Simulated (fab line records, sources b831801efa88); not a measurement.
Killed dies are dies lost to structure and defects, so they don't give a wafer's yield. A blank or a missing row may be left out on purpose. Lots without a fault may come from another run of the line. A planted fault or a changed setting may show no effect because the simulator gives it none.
Problem report in the 8D (eight disciplines) form, filled by code | flow gf180mcu | the parts of the form that need people (team, actions taken, sign-off) are left out

1. THE PROBLEM
NSD_RS at GF_PSD_RS_MEAS_14 reads a mean of 47.94 ohm/sq on 4 wafers of 3 lots; wafers without a fault read 46.16 ohm/sq with a standard deviation of 0.097. That is +18 standard deviations from the usual mean.
The step: measures by four-point-probe.
First seen on wafer L783.3, day 17 04:46, on film_metro-01. The record holds 37 wafers of 13 lots with a number at this step. Rule for "out", or "out of limits": more than 4 standard deviations from the usual mean. The other wafers with a number count as sound.

2. WHAT IT IS AND WHAT IT IS NOT
question                    | is                             | is not
which readings at this step | NSD_RS                         | -
which lots                  | L783, L784, L785               | L774, L776, L778, L779, L780, L782, L793, L794, L795, L797
which wafers of those lots  | L783.3, L784.3, L784.6, L785.3 | L783.1, L783.5, L785.1
read on which gauges        | film_metro-01, film_metro-04   | film_metro-02
when                        | from day 17 04:46              | up to then (20 sound wafers); but 13 sound wafers of L785, L793, L794, L795, L797 came after

3. SUSPECTS, AND WHAT RULES EACH OUT
Counting: a tool at a process step up to the reading stays a suspect if it ran every lot that is out. Sound lots after the first of them don't rule it out here, since some wafers of a struck lot are sound.
- the gauge at GF_PSD_RS_MEAS_14: ruled out. The wafers that are out were read on 2 gauges (film_metro-01, film_metro-04).
- rtp_anneal-02 at GF_PSD_RTA_13 (time 20 s): kept. It ran every lot that is out, first L783 (day 17 04:40); its last sound lot up to then is L782 (day 16 20:07). Its own readings are out on those wafers: run_length_s.
Left after counting: rtp_anneal-02 at GF_PSD_RTA_13.

4. THE CAUSE (what the simulator had put in)
Process parameter drift: rtp_anneal-02, from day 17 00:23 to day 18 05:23, at GF_PSD_RTA_13. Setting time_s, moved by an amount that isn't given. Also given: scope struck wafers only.
Counting left only this tool.

5. THE CHAIN OF EFFECTS, in route order
Each row: a reading whose mean over the struck wafers that have a number lies more than 3 standard deviations from the usual. Only readings for which the record gives a usual standard deviation are gone through. hours: the time from each lot's start at the first step in this table that gives one to its start at this step, as a median over the lots. sigmas: the change in usual standard deviations.
hours | step              | reading      | usual        | on struck wafers | change | sigmas
0     | GF_PSD_RTA_13     | run_length_s | 48.5 s       | 41.9             | -6.6   | -14
0     | GF_PSD_RS_MEAS_14 | NSD_RS       | 46.16 ohm/sq | 47.94            | +1.78  | +18
0     | GF_PSD_RS_MEAS_15 | PSD_RS       | 108.6 ohm/sq | 113.8            | +5.2   | +16
The process steps in it:
- GF_PSD_RTA_13: time 20 s.
Later measuring or inspecting steps at which every struck wafer that the step has a row for has a number for every such reading, and none has moved that far: GF_V1_OVL_MEAS_15.

6. WHAT WOULD HAVE CAUGHT IT SOONER
In this record the first reading out of limits at a measuring or inspecting step was taken at day 17 04:46, 4 hours after the fault began at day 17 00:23.
The tool's own readings at GF_PSD_RTA_13 were out on every struck wafer that the step has a row for (run_length_s): an alarm limit on them would have fired on the first of those.
Of the lots that are out (3), L784, L785 began GF_PSD_RTA_13 on rtp_anneal-02 after day 17 04:46. A hold on the tool at that time would have spared those 2.
